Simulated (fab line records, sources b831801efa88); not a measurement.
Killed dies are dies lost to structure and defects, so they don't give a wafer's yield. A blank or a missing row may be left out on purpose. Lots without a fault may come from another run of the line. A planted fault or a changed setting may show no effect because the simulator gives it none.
Chamber matching | flow sky130 | SKY_FIELD_ISO_CMP_27 on cmp-01: 4 sister chambers
The step polishes, stops on Si3N4, t overpolish 16 s, target thk 457.8 nm. 8 wafers are shown with their chamber, then 7 later ones without.

WAFERS WITH THEIR CHAMBER
wafer  | chamber | motor_current_A (A) | time_to_endpoint_s (s)
L496.3 | 1       | 11.8                | 103
L496.6 | 1       | 12.3                | 106
L497.3 | 3       | 12.0                | 113
L497.4 | 2       | 10.8                | 115
L497.5 | 0       | 11.2                | 113
L498.3 | 2       | 11.3                | 111
L498.5 | 0       | 11.8                | 110
L498.6 | 3       | 11.7                | 110

WAFERS WITHOUT THEIR CHAMBER
wafer  | motor_current_A (A) | time_to_endpoint_s (s)
L502.1 | 10.5                | 105
L502.2 | 11.8                | 105
L502.3 | 10.9                | 106
L508.4 | 12.6                | 108
L508.6 | 11.2                | 108
L511.1 | 11.9                | 109
L511.6 | 11.4                | 110

WHICH CHAMBER EACH WENT THROUGH
wafer  | from the rows above               | in truth
L502.1 | can't be placed: 2 or 0 or 1 or 3 | 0
L502.2 | 1                                 | 1
L502.3 | can't be placed: 0 or 2 or 1 or 3 | 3
L508.4 | can't be placed: 1 or 3 or 0      | 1
L508.6 | can't be placed: 0 or 2 or 3 or 1 | 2
L511.1 | can't be placed: 3 or 0 or 1 or 2 | 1
L511.6 | can't be placed: 0 or 3 or 2      | 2
Placed correctly: 1 of 7. Can't be placed from these rows: 6 (the true chamber is among the candidates in 6). Placed wrongly: 0.
How it was worked out, from the rows above alone: a wafer's distance from a chamber is the root of the sum, over the readings, of the square of ((its reading less the chamber's mean) divided by the reading's scatter). The wafer belongs to the nearest chamber; if the next one is less than 2 further off, it can't be placed. A chamber's mean is the mean of its shown wafers. The scatter: the root of (the sum of the squares of (reading less its chamber's mean) over the shown wafers, divided by (wafers less chambers)).
